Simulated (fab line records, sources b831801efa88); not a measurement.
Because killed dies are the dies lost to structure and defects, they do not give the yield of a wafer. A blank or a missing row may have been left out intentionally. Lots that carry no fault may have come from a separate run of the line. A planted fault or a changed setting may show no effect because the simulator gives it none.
fab line records	flow sky130
record: lots: 24	wafers: 72	last_day: 50
route steps=708 shown FIELD_ISO@18 PWDE@84 LI_CONTACT@377 CONTACT@410 VIA1@470
lots that met no fault: from a run of the same line without faults
start_h: the number of hours between the record's first day and the start of the first shown wafer of the lot	wait_h: time in hours since the lot's previous step	" the same as in the row above	L1.1+2: one row covering several wafers at once	- no value, or no start given	* or withheld: withheld	< > ~ a bound
route shown NAME@n: NAME is a module with steps in the file, n the number in the route of the first one	usual: mean/standard deviation of fault-free wafers	same: alike in all rows	chamber/n: place in a boat	sites: the reading at each site	_std_site: the standard deviation of these	_edge_site: inner sites' mean taken away from outer sites' mean	radius_mm: how far each site lies from the wafer's centre	mask NAME#n: copy n	behind: the tool/chamber that last shaped the wafer	hold: why the lot went on hold/how many hours it stayed there/how the hold came to an end	device: whichever transistor did not switch (one of n, p or np)	end of line: tests run on the same wafers once the route is complete	where a step has no rows: the recipe by itself	killed: at the first sort, the dies lost to defects and structure; wafer yield is something else	map: a wafer's dies, marking killed ones x, the rest . and places with no die _
set.NAME: the setting that was run; set.NAME@STEP: the one run at that earlier step	model.NAME: the simulator's own value behind a step, which no gauge read
route steps across a sampled set of lots; one table per step, one row per wafer
services: when a tool's chamber went out of use (start_h, in hours from the record's first day, below 0 if earlier), for how many hours, and the reason
== steps ==
step: SKY_FIELD_ISO_ETCH_17
recipe: target_depth_a: 3420	mask_material: Si3N4	chemistry: HBr/Cl2/O2	target: Si	taper_deg: 5	icp_w: 600	bias_w: 150	pressure_mtorr: 15	HBr_flow_sccm: 150	Cl2_flow_sccm: 40	O2_flow_sccm: 6	time_s: 97.7
usual: O2_flow_sccm: 5.999/0.017	drypump_motor_current_A: 5.3/0.49	oes_product_au: 0.999/0.0066	rf_fwd_power_W: 596.3/2.5	throttle_valve_pct: 25.657/0.0087
lot.wafer	tool	chamber	start_h	wait_h	O2_flow_sccm	drypump_motor_current_A	oes_product_au	rf_fwd_power_W	rf_hours_counter_h	throttle_valve_pct
L074.2	rie_si-02	0	31.18	0.1	6.008	5.7	1.002	597.5	179	25.638
L074.3	"	3	"	"	6.018	5.4	0.984	597.2	166	25.673
L074.6	"	2	"	"	6.006	5.2	1.005	595.8	-	25.647
L075.1	rie_si-01	3	36.39	0.1	5.982	6.2	0.996	598.5	7	25.651
L075.2	"	0	"	"	5.995	5.2	1.001	595.1	21	25.656
L075.5	"	0	"	"	5.996	5.2	1.004	593.4	-	25.659
L076.1	rie_si-02	2	40.91	0.1	6.000	5.2	1.015	599.2	1	25.648
L076.2	"	3	"	"	5.977	5.4	1.011	593.6	166	25.651
L076.6	"	3	"	"	6.031	5.3	1.000	596.9	-	25.662
L077.1	rie_si-02	1	44.89	0.1	5.994	5.7	1.000	593.2	48	25.653
L077.4	"	1	"	"	5.988	5.7	0.995	594.3	-	25.653
L077.5	"	2	"	"	5.987	5.2	1.006	595.7	-	25.658
L078.2	rie_si-02	2	50.43	0.1	6.006	5.2	1.009	594.1	1	25.647
L078.5	"	2	"	"	6.032	5.2	1.005	597.4	-	25.673
L078.6	"	1	"	"	5.983	5.7	0.996	595.9	-	25.668
L079.3	rie_si-01	1	54.79	0.0	6.012	4.9	1.004	597.0	72	25.643
L079.4	"	0	"	"	5.971	5.2	0.988	594.6	22	25.658
L079.6	"	3	"	"	6.015	6.2	1.005	599.5	-	25.669
L080.1	rie_si-02	0	60.59	0.1	6.019	5.7	1.006	598.6	0	25.650
L080.5	"	0	"	"	6.005	5.7	1.005	596.2	-	25.649
L080.6	"	2	"	"	5.992	5.2	1.008	594.2	-	25.667
L081.1	rie_si-01	3	64.66	0.1	5.989	6.2	0.999	597.8	8	25.663
L081.4	"	1	"	"	6.004	4.8	1.006	597.2	72	25.660
L081.6	"	3	"	"	6.005	6.2	0.994	596.0	-	25.653
L082.2	rie_si-01	1	73.09	0.1	5.989	4.9	1.003	594.7	73	25.649
L082.3	"	2	"	"	5.977	4.7	1.008	597.6	58	25.649
L082.5	"	3	"	"	6.011	6.2	0.996	594.7	-	25.665
L083.1	rie_si-01	2	76.11	0.1	6.009	4.7	0.998	595.5	58	25.672
L083.2	"	0	"	"	5.993	5.2	1.005	591.2	22	25.653
L083.6	"	1	"	"	6.011	4.9	1.002	597.9	-	25.645
L084.3	rie_si-01	3	80.81	0.0	6.020	6.2	0.985	600.5	8	25.681
L084.5	"	3	"	"	5.992	6.2	0.989	600.9	-	25.667
L084.6	"	2	"	"	6.002	4.7	0.986	597.5	-	25.659
L085.2	rie_si-01	2	86.71	0.1	6.001	4.7	1.000	594.3	58	25.655
L085.4	"	0	"	"	6.010	5.2	0.988	591.7	22	25.669
L085.5	"	2	"	"	5.970	4.7	1.007	595.4	-	25.646
L086.3	rie_si-02	2	91.93	0.0	6.017	5.2	0.989	597.4	2	25.650
L086.4	"	1	"	"	5.950	5.7	0.988	595.4	-	25.655
L086.6	"	2	"	"	6.026	5.2	0.985	594.8	-	25.663
L087.2	rie_si-02	0	99.59	0.1	6.017	5.7	1.010	597.9	0	25.659
L087.3	"	3	"	"	5.982	5.3	1.009	595.9	0	25.644
L087.6	"	3	"	"	5.992	5.3	1.000	593.2	-	25.667
L088.1	rie_si-01	2	103.16	0.1	6.005	4.7	1.007	597.2	58	25.656
L088.2	"	3	"	"	5.998	6.2	0.994	598.9	8	25.665
L088.5	"	0	"	"	6.014	5.2	0.996	592.0	-	25.645
L089.1	rie_si-02	1	108.89	0.1	6.009	5.7	1.001	596.0	48	25.662
L089.4	"	2	"	"	5.988	5.2	0.998	599.2	2	25.655
L089.6	"	1	"	"	5.989	5.7	1.006	593.8	-	25.653
L090.4	rie_si-01	2	113.39	0.0	6.000	4.7	1.002	597.2	58	25.651
L090.5	"	1	"	"	6.011	4.9	0.991	598.1	-	25.666
L090.6	"	0	"	"	5.995	5.2	0.999	591.7	-	25.657
L091.2	rie_si-02	1	117.41	0.1	5.984	5.7	0.986	593.7	48	25.669
L091.5	"	3	"	"	6.021	5.3	1.000	594.7	-	25.657
L091.6	"	2	"	"	6.015	5.2	0.996	594.4	-	25.664
L092.3	rie_si-02	2	124.06	0.0	6.008	5.2	0.998	596.9	2	25.644
L092.4	"	1	"	"	6.033	5.7	1.003	594.9	48	25.668
L092.5	"	2	"	"	6.021	5.2	0.993	597.6	-	25.659
L093.2	rie_si-01	0	127.76	0.1	5.988	5.2	0.998	590.3	22	25.660
L093.4	"	3	"	"	5.965	6.2	0.992	598.0	8	25.660
L093.6	"	2	"	"	5.997	4.7	1.003	601.0	-	25.665
L094.2	rie_si-01	1	133.23	0.1	5.998	4.8	1.002	598.2	73	25.654
L094.5	"	1	"	"	6.018	4.9	0.994	600.6	-	25.657
L094.6	"	3	"	"	5.990	6.2	0.989	595.9	-	25.663
L095.1	rie_si-01	3	138.99	0.1	5.981	6.2	0.991	595.6	8	25.651
L095.4	"	3	"	"	5.981	6.2	0.998	594.7	-	25.672
L095.5	"	1	"	"	6.001	4.9	0.993	597.0	-	25.670
L096.3	rie_si-01	3	143.83	0.0	5.986	6.2	0.997	597.8	8	25.667
L096.4	"	1	"	"	5.993	4.9	0.995	597.4	-	25.635
L096.6	"	2	"	"	5.992	4.7	0.996	594.6	-	25.664
L097.1	rie_si-01	2	148.31	0.1	6.011	4.7	0.997	591.9	58	25.653
L097.4	"	3	"	"	5.999	6.2	0.992	600.7	-	25.648
L097.5	"	2	"	"	6.015	4.7	1.002	593.9	-	25.657
step: SKY_NWELL_RS_MEAS_31
recipe: thk_meas_gauge: four-point-probe
usual: PWDE_RS: 5277/18
lot.wafer	tool	chamber	start_h	wait_h	PWDE_RS[ohm/sq]
L074.2	film_metro-03	-	105.34	0.1	5256
L074.3	"	-	"	"	5273
L074.6	"	-	"	"	5264
L075.1	film_metro-02	-	113.32	0.1	5307
L075.2	"	-	"	"	5320
L075.5	"	-	"	"	5316
L076.1	film_metro-02	-	119.68	0.1	5247
L076.2	"	-	"	"	5261
L076.6	"	-	"	"	5243
L077.1	film_metro-02	-	126.28	0.1	5276
L077.4	"	-	"	"	5300
L077.5	"	-	"	"	5298
L078.2	film_metro-03	-	129.08	0.1	5276
L078.5	"	-	"	"	5297
L078.6	"	-	"	"	5279
L079.3	film_metro-01	-	135.79	0.1	5269
L079.4	"	-	"	"	5245
L079.6	"	-	"	"	5251
L080.1	film_metro-03	-	140.40	0.1	5262
L080.5	"	-	"	"	5236
L080.6	"	-	"	"	5242
L081.1	film_metro-02	-	145.68	0.1	5292
L081.4	"	-	"	"	5278
L081.6	"	-	"	"	5289
L082.2	film_metro-01	-	158.05	0.1	5282
L082.3	"	-	"	"	5284
L082.5	"	-	"	"	5299
L083.1	film_metro-03	-	160.63	0.1	5293
L083.2	"	-	"	"	5271
L083.6	"	-	"	"	5261
L084.3	film_metro-02	-	168.29	0.1	5295
L084.5	"	-	"	"	5298
L084.6	"	-	"	"	5292
L085.2	film_metro-03	-	172.35	0.1	5295
L085.4	"	-	"	"	5328
L085.5	"	-	"	"	5311
L086.3	film_metro-01	-	179.24	0.1	5283
L086.4	"	-	"	"	5274
L086.6	"	-	"	"	5282
L087.2	film_metro-01	-	187.35	0.1	5274
L087.3	"	-	"	"	5278
L087.6	"	-	"	"	5286
L088.1	film_metro-03	-	192.40	0.1	5291
L088.2	"	-	"	"	5263
L088.5	"	-	"	"	5285
L089.1	film_metro-03	-	198.93	0.1	5281
L089.4	"	-	"	"	5274
L089.6	"	-	"	"	5258
L090.4	film_metro-02	-	201.93	0.1	5267
L090.5	"	-	"	"	5293
L090.6	"	-	"	"	5267
L091.2	film_metro-03	-	206.40	0.1	5276
L091.5	"	-	"	"	5271
L091.6	"	-	"	"	5278
L092.3	film_metro-02	-	214.66	0.1	5288
L092.4	"	-	"	"	5291
L092.5	"	-	"	"	5309
L093.2	film_metro-03	-	222.65	0.1	5294
L093.4	"	-	"	"	5300
L093.6	"	-	"	"	5287
L094.2	film_metro-01	-	229.27	0.1	5260
L094.5	"	-	"	"	5256
L094.6	"	-	"	"	5257
L095.1	film_metro-02	-	240.00	0.1	5240
L095.4	"	-	"	"	5264
L095.5	"	-	"	"	5248
L096.3	film_metro-02	-	247.66	0.1	5268
L096.4	"	-	"	"	5266
L096.6	"	-	"	"	5272
L097.1	film_metro-03	-	250.56	0.1	5295
L097.4	"	-	"	"	5280
L097.5	"	-	"	"	5276
step: SKY_LI_CONTACT_ETCH_15
recipe: target: PSG	chemistry: C4F8/O2/Ar	stop_on: Si	taper_deg: 4.15	mask_material: KrF-thick	source_w: 1500	bias_w: 1200	pressure_mtorr: 40	c4f8_flow_sccm: withheld	O2_flow_sccm: 6	Ar_flow_sccm: 300	time_s: withheld	target_depth_a: 6000
usual: oes_product_au: 0.837/0.0043	rf_fwd_power_W: 1493/4.3
lot.wafer	tool	chamber	start_h	wait_h	oes_product_au	rf_fwd_power_W
L074.2	rie_diel-02	3	679.06	0.0	0.838	1488
L074.3	"	2	"	"	0.838	1497
L074.6	"	2	"	"	0.834	1498
L075.1	rie_diel-03	0	690.39	0.0	0.841	1491
L075.2	"	2	"	"	0.836	1490
L075.5	"	3	"	"	0.842	1502
L076.1	rie_diel-04	0	708.52	0.0	0.827	1493
L076.2	"	1	"	"	0.835	1486
L076.6	"	3	"	"	0.834	1496
L077.1	rie_diel-03	2	714.06	0.0	0.836	1492
L077.4	"	0	"	"	0.836	1496
L077.5	"	3	"	"	0.839	1491
L078.2	rie_diel-02	2	717.51	0.0	0.832	1496
L078.5	"	1	"	"	0.837	1487
L078.6	"	2	"	"	0.836	1496
L079.3	rie_diel-02	2	725.19	0.0	0.842	1494
L079.4	"	3	"	"	0.838	1490
L079.6	"	2	"	"	0.839	1502
L080.1	rie_diel-04	3	734.34	0.0	0.844	1490
L080.5	"	1	"	"	0.834	1488
L080.6	"	0	"	"	0.842	1492
L081.1	rie_diel-04	1	737.32	0.0	0.825	1491
L081.4	"	3	"	"	0.838	1492
L081.6	"	0	"	"	0.837	1496
L083.1	rie_diel-02	1	758.93	0.0	0.837	1504
L083.2	"	3	"	"	0.836	1497
L083.6	"	0	"	"	0.835	1492
L082.2	rie_diel-02	1	759.64	0.0	0.840	1487
L082.3	"	0	"	"	0.839	1486
L082.5	"	0	"	"	0.830	1491
L084.3	rie_diel-03	0	767.04	0.0	0.836	1498
L084.5	"	3	"	"	0.833	1498
L084.6	"	2	"	"	0.839	1492
L085.2	rie_diel-03	3	775.68	0.0	0.837	1496
L085.4	"	0	"	"	0.837	1490
L085.5	"	3	"	"	0.832	1498
L086.3	rie_diel-03	3	793.98	0.0	0.837	1492
L086.4	"	2	"	"	0.842	1490
L086.6	"	2	"	"	0.840	1495
L087.2	rie_diel-02	1	796.09	0.0	0.842	1495
L087.3	"	2	"	"	0.841	1490
L087.6	"	0	"	"	0.840	1488
L088.1	rie_diel-03	2	797.33	0.0	0.831	1499
L088.2	"	1	"	"	0.842	1489
L088.5	"	0	"	"	0.842	1491
L089.1	rie_diel-04	2	799.51	0.0	0.835	1499
L089.4	"	1	"	"	0.845	1496
L089.6	"	0	"	"	0.829	1491
L090.4	rie_diel-03	1	813.18	0.0	0.838	1488
L090.5	"	3	"	"	0.836	1498
L090.6	"	0	"	"	0.835	1497
L091.2	rie_diel-03	0	814.24	0.0	0.844	1495
L091.5	"	0	"	"	0.842	1497
L091.6	"	3	"	"	0.842	1489
L092.3	rie_diel-04	2	818.28	0.0	0.836	1498
L092.4	"	3	"	"	0.831	1488
L092.5	"	1	"	"	0.831	1488
L093.2	rie_diel-04	1	833.73	0.0	0.839	1494
L093.4	"	0	"	"	0.841	1494
L093.6	"	0	"	"	0.833	1492
L094.2	rie_diel-04	2	840.26	0.0	0.837	1493
L094.5	"	3	"	"	0.837	1490
L094.6	"	2	"	"	0.840	1496
L095.1	rie_diel-02	3	852.36	0.0	0.827	1493
L095.4	"	1	"	"	0.844	1491
L095.5	"	2	"	"	0.839	1493
L096.3	rie_diel-04	3	858.09	0.0	0.835	1484
L096.4	"	0	"	"	0.841	1494
L096.6	"	1	"	"	0.838	1484
L097.1	rie_diel-04	0	861.03	0.0	0.842	1499
L097.4	"	1	"	"	0.836	1490
L097.5	"	1	"	"	0.840	1493
step: SKY_CONTACT_CMP_04
recipe: material: SiO2	down_force_psi: 4	platen_rpm: 60	pad_velocity_m_s: 0.94248
usual: motor_current_A: 12.1/0.81	slurry_flow_ml_min: 150.1/0.49	time_to_endpoint_s: 83.9/2.9
lot.wafer	tool	chamber	start_h	wait_h	motor_current_A	slurry_flow_ml_min	time_to_endpoint_s
L074.2	cmp-02	1	710.10	0.0	11.7	150.2	84.7
L074.3	"	2	"	"	14.0	150.4	84.8
L074.6	"	1	"	"	12.2	150.4	84.8
L075.2	cmp-02	1	720.35	0.0	11.2	150.2	88.7
L075.1	"	0	"	"	12.2	149.8	87.9
L075.5	"	1	"	"	11.6	149.7	85.1
L076.1	cmp-01	0	738.17	0.1	11.2	149.9	80.7
L076.2	"	1	"	"	12.0	149.3	84.8
L076.6	"	1	"	"	12.8	149.9	84.3
L077.1	cmp-01	1	744.49	0.1	12.4	150.0	87.2
L077.4	"	0	"	"	12.4	150.3	86.4
L077.5	"	2	"	"	12.4	149.1	78.6
L078.2	cmp-01	2	747.48	0.0	12.4	150.5	81.4
L078.5	"	2	"	"	12.2	149.5	76.7
L078.6	"	3	"	"	12.9	149.2	83.8
L079.4	cmp-01	2	755.14	0.1	11.8	150.6	87.7
L079.3	"	0	"	"	12.3	150.4	86.5
L079.6	"	1	"	"	12.4	151.0	88.5
L080.1	cmp-02	3	764.20	0.1	10.1	149.9	81.8
L080.6	"	3	"	"	10.7	149.4	86.0
L080.5	"	0	"	"	12.1	149.4	88.0
L081.4	cmp-01	1	767.31	0.0	12.2	149.9	80.9
L081.1	"	0	"	"	11.8	150.1	84.0
L081.6	"	2	"	"	12.2	150.7	81.0
L083.1	cmp-01	0	788.47	0.1	12.4	149.7	88.9
L083.2	"	1	"	"	12.4	150.0	83.7
L083.6	"	3	"	"	12.1	149.2	84.2
L082.2	cmp-02	0	789.04	0.1	12.4	149.9	82.1
L082.3	"	2	"	"	13.5	150.3	82.9
L082.5	"	0	"	"	12.0	149.3	83.7
L084.3	cmp-02	2	796.55	0.2	13.8	150.5	84.6
L084.5	"	3	"	"	10.0	149.9	87.9
L084.6	"	0	"	"	12.1	150.4	88.0
L085.4	cmp-01	3	804.80	0.0	12.2	150.4	78.5
L085.2	"	1	"	"	12.7	149.9	79.8
L085.5	"	0	"	"	12.3	149.7	79.8
L086.3	cmp-01	0	823.74	0.0	11.9	149.9	84.6
L086.4	"	3	"	"	12.3	150.0	85.7
L086.6	"	1	"	"	12.0	150.3	82.7
L087.2	cmp-02	0	825.55	0.1	11.7	149.3	90.3
L087.3	"	1	"	"	11.5	150.3	83.8
L087.6	"	3	"	"	10.7	149.9	84.0
L088.2	cmp-02	1	826.63	0.0	11.7	150.2	85.2
L088.1	"	2	"	"	13.4	150.4	85.3
L088.5	"	2	"	"	13.8	149.9	86.6
L089.4	cmp-02	0	828.85	0.1	12.5	149.9	83.7
L089.1	"	1	"	"	12.0	149.6	81.0
L089.6	"	2	"	"	14.0	150.1	82.7
L090.4	cmp-01	2	842.65	0.2	11.6	149.4	80.4
L090.5	"	3	"	"	11.8	149.5	84.2
L090.6	"	0	"	"	11.9	151.1	86.4
L091.2	cmp-02	1	843.89	0.1	11.9	149.8	78.0
L091.6	"	0	"	"	12.6	149.9	82.1
L091.5	"	1	"	"	12.1	150.3	82.7
L092.3	cmp-01	1	847.48	0.1	13.0	150.1	79.7
L092.4	"	2	"	"	12.1	150.3	83.4
L092.5	"	0	"	"	12.4	150.3	81.1
L093.2	cmp-02	1	861.90	0.1	11.0	150.3	85.7
L093.4	"	3	"	"	9.9	149.0	81.3
L093.6	"	0	"	"	11.6	150.4	83.9
L094.2	cmp-02	0	868.49	0.0	12.5	150.2	86.1
L094.6	"	0	"	"	12.0	150.6	84.0
L094.5	"	1	"	"	11.5	150.2	82.2
L095.4	cmp-01	3	881.42	0.1	12.0	151.0	87.4
L095.1	"	1	"	"	12.3	150.5	84.2
L095.5	"	0	"	"	12.2	149.8	80.0
L096.3	cmp-02	1	887.00	0.0	12.3	151.3	82.9
L096.4	"	2	"	"	12.8	150.4	79.8
L096.6	"	1	"	"	10.9	151.2	80.1
L097.4	cmp-01	1	889.90	0.0	12.1	150.2	79.3
L097.1	"	0	"	"	12.3	149.7	87.9
L097.5	"	2	"	"	12.3	151.2	80.7
step: SKY_CONTACT_OVL_MEAS_15
usual: CONTACT_OVL: 0/5.1
lot.wafer	tool	chamber	start_h	wait_h	CONTACT_OVL[nm]
L074.2	overlay-02	-	738.40	0.1	-12
L074.3	"	-	"	"	1
L074.6	"	-	"	"	0
L075.1	overlay-02	-	749.21	0.1	-6
L075.2	"	-	"	"	-3
L075.5	"	-	"	"	0
L076.1	overlay-01	-	765.79	0.1	-3
L076.2	"	-	"	"	0
L076.6	"	-	"	"	0
L077.1	overlay-01	-	772.19	0.1	4
L077.4	"	-	"	"	-3
L077.5	"	-	"	"	-6
L078.2	overlay-01	-	774.92	0.1	-1
L078.5	"	-	"	"	2
L078.6	"	-	"	"	-1
L079.3	overlay-01	-	781.91	0.1	2
L079.4	"	-	"	"	1
L079.6	"	-	"	"	5
L080.1	overlay-01	-	791.71	0.1	6
L080.5	"	-	"	"	11
L080.6	"	-	"	"	6
L081.1	overlay-02	-	794.71	0.1	0
L081.4	"	-	"	"	-4
L081.6	"	-	"	"	-1
L083.1	overlay-02	-	815.55	0.1	-2
L083.2	"	-	"	"	2
L083.6	"	-	"	"	2
L082.2	overlay-02	-	816.45	0.1	5
L082.3	"	-	"	"	7
L082.5	"	-	"	"	8
L084.3	overlay-01	-	823.96	0.1	-6
L084.5	"	-	"	"	-3
L084.6	"	-	"	"	-4
L085.2	overlay-01	-	831.40	0.1	4
L085.4	"	-	"	"	1
L085.5	"	-	"	"	-2
L086.3	overlay-02	-	850.61	0.1	-12
L086.4	"	-	"	"	0
L086.6	"	-	"	"	-9
L087.2	overlay-02	-	852.07	0.1	9
L087.3	"	-	"	"	18
L087.6	"	-	"	"	8
L088.1	overlay-02	-	853.56	0.1	-3
L088.2	"	-	"	"	3
L088.5	"	-	"	"	2
L089.1	overlay-02	-	856.14	0.1	1
L089.4	"	-	"	"	-5
L089.6	"	-	"	"	1
L090.4	overlay-02	-	869.27	0.1	0
L090.5	"	-	"	"	1
L090.6	"	-	"	"	4
L091.2	overlay-01	-	870.75	0.1	1
L091.5	"	-	"	"	6
L091.6	"	-	"	"	0
L092.3	overlay-01	-	874.00	0.1	5
L092.4	"	-	"	"	6
L092.5	"	-	"	"	10
L093.2	overlay-02	-	888.27	0.1	6
L093.4	"	-	"	"	3
L093.6	"	-	"	"	7
L094.2	overlay-01	-	895.50	0.1	0
L094.5	"	-	"	"	0
L094.6	"	-	"	"	4
L095.1	overlay-02	-	908.05	0.1	-7
L095.4	"	-	"	"	-1
L095.5	"	-	"	"	-2
L096.3	overlay-01	-	913.00	0.1	-1
L096.4	"	-	"	"	-2
L096.6	"	-	"	"	-9
L097.1	overlay-01	-	915.74	0.1	-1
L097.4	"	-	"	"	-3
L097.5	"	-	"	"	1
step: SKY_VIA1_CD_MEAS_12
recipe: target_cd_nm: 150
usual: cd_nm: 150.2/1.8
lot.wafer	tool	chamber	start_h	wait_h	cd_nm
L074.2	cd_sem-02	-	795.56	-	148.7
L074.3	"	-	"	"	147.4
L074.6	"	-	"	"	148.0
L075.1	cd_sem-01	-	806.96	-	152.9
L075.2	"	-	"	"	152.9
L075.5	"	-	"	"	151.9
L076.1	cd_sem-01	-	823.06	-	148.9
L076.2	"	-	"	"	148.2
L076.6	"	-	"	"	149.5
L077.1	cd_sem-02	-	829.73	-	150.2
L077.4	"	-	"	"	150.6
L077.5	"	-	"	"	149.4
L078.2	cd_sem-02	-	831.56	-	150.0
L078.5	"	-	"	"	150.9
L078.6	"	-	"	"	150.9
L079.3	cd_sem-01	-	837.77	-	151.2
L079.4	"	-	"	"	152.5
L079.6	"	-	"	"	152.2
L080.1	cd_sem-02	-	848.34	-	147.4
L080.5	"	-	"	"	146.3
L080.6	"	-	"	"	146.8
L081.1	cd_sem-02	-	851.73	-	149.5
L081.4	"	-	"	"	152.1
L081.6	"	-	"	"	150.3
L083.1	cd_sem-01	-	872.44	-	149.3
L083.2	"	-	"	"	149.6
L083.6	"	-	"	"	149.5
L082.2	cd_sem-02	-	872.79	-	150.7
L082.3	"	-	"	"	149.5
L082.5	"	-	"	"	149.4
L084.3	cd_sem-02	-	879.96	-	151.1
L084.5	"	-	"	"	150.1
L084.6	"	-	"	"	151.0
L085.2	cd_sem-01	-	886.89	-	150.2
L085.4	"	-	"	"	150.1
L085.5	"	-	"	"	150.7
L086.3	cd_sem-02	-	905.38	-	149.0
L086.4	"	-	"	"	148.7
L086.6	"	-	"	"	150.1
L087.2	cd_sem-01	-	907.63	-	148.5
L087.3	"	-	"	"	149.1
L087.6	"	-	"	"	149.0
L088.1	cd_sem-01	-	908.77	-	150.9
L088.2	"	-	"	"	150.5
L088.5	"	-	"	"	151.9
L089.1	cd_sem-01	-	911.77	-	151.1
L089.4	"	-	"	"	150.7
L089.6	"	-	"	"	149.7
L090.4	cd_sem-01	-	924.09	-	150.1
L090.5	"	-	"	"	151.7
L090.6	"	-	"	"	151.9
L091.2	cd_sem-02	-	925.54	-	149.9
L091.5	"	-	"	"	149.1
L091.6	"	-	"	"	150.6
L092.3	cd_sem-01	-	928.27	-	148.8
L092.4	"	-	"	"	149.9
L092.5	"	-	"	"	150.4
L093.2	cd_sem-02	-	942.44	-	147.7
L093.4	"	-	"	"	148.4
L093.6	"	-	"	"	148.0
L094.2	cd_sem-02	-	947.25	-	154.0
L094.5	"	-	"	"	152.9
L094.6	"	-	"	"	152.5
L095.1	cd_sem-02	-	959.97	-	150.1
L095.4	"	-	"	"	152.2
L095.5	"	-	"	"	150.9
L096.3	cd_sem-01	-	965.41	-	150.4
L096.4	"	-	"	"	150.7
L096.6	"	-	"	"	151.6
L097.1	cd_sem-02	-	968.89	-	153.2
L097.4	"	-	"	"	151.9
L097.5	"	-	"	"	152.4
== services ==
tool	chamber	start_h	hours	kind
cmp-02	-	31.04	6.2	pm
cmp-02	-	64.00	4.0	pm
cmp-01	-	73.02	0.3	repair
rie_si-01	-	73.87	1.6	repair
cmp-01	-	113.91	7.5	pm
cmp-02	-	114.52	0.3	repair
cmp-02	-	122.91	0.5	repair
rie_si-01	0	132.55	69.9	repair
rie_si-01	1	185.96	12.8	repair
cmp-02	-	187.53	5.7	repair
cmp-01	-	232.00	4.0	pm
cmp-02	-	259.55	7.4	pm
rie_si-01	-	270.57	2.8	pm
cmp-01	-	275.63	2.8	pm
cmp-02	-	314.32	0.3	repair
rie_si-01	-	338.94	0.4	repair
cmp-01	-	355.37	0.8	repair
cmp-01	-	377.31	1.6	repair
cmp-02	-	392.90	2.3	repair
cmp-02	-	404.00	4.0	pm
rie_si-01	3	439.95	4.0	repair
rie_si-01	1	639.34	11.4	repair
rie_si-01	3	835.66	5.7	repair
rie_si-01	3	854.38	5.2	repair
== key ==
fault none
